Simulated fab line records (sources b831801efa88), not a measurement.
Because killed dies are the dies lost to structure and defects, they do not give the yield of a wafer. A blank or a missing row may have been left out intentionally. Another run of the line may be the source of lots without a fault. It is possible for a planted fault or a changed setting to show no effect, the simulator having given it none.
Chamber matching | flow sky130 | SKY_VIA4_CMP_02 on cmp-01: 4 sister chambers
The step polishes SiO2. 4 wafers are shown with their chamber, then 12 later ones without.

## WAFERS, EACH WITH ITS CHAMBER
wafer  | chamber | motor_current_A (A)
L086.4 | 3       | 11.7
L088.2 | 2       | 11.7
L088.4 | 1       | 11.9
L088.6 | 0       | 11.5

## WAFERS MISSING THEIR CHAMBER
wafer  | motor_current_A (A)
L091.1 | 11.3
L091.3 | 12.0
L091.6 | 11.5
L092.1 | 11.9
L092.3 | 11.1
L092.5 | 11.7
L095.2 | 11.6
L095.5 | 12.2
L095.6 | 11.4
L097.2 | 11.7
L097.4 | 11.5
L097.5 | 11.9

## THE CHAMBER EACH PASSED THROUGH
wafer  | from the rows above               | in truth
L091.1 | can't be placed: 0 or 2 or 3      | 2
L091.3 | can't be placed: 1 or 2 or 3      | 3
L091.6 | can't be placed: 0 or 2 or 3      | 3
L092.1 | can't be placed: 1 or 2 or 3      | 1
L092.3 | can't be placed: 0 or 2 or 3      | 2
L092.5 | can't be placed: 2 or 3 or 0 or 1 | 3
L095.2 | can't be placed: 0 or 2 or 3 or 1 | 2
L095.5 | can't be placed: 1 or 2 or 3      | 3
L095.6 | can't be placed: 0 or 2 or 3      | 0
L097.2 | can't be placed: 2 or 3 or 0 or 1 | 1
L097.4 | can't be placed: 0 or 2 or 3      | 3
L097.5 | can't be placed: 1 or 2 or 3      | 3
Correct placement for 0 of the 12. Not placeable from these rows: 12 (in 12, the candidates include the true chamber). Wrongly placed: 0.
How it was worked out, from the rows above alone: a wafer's distance from a chamber is the root of the sum, over the readings, of the square of ((its reading less the chamber's mean) divided by the reading's scatter). The wafer belongs to the nearest chamber; if the next one is less than 2 further off, it can't be placed. For every chamber, the mean is computed from those of its wafers that are shown. The scatter (one wafer shown for each chamber): square how far every hidden wafer sits from the nearest shown wafer, average those squares and take the square root.
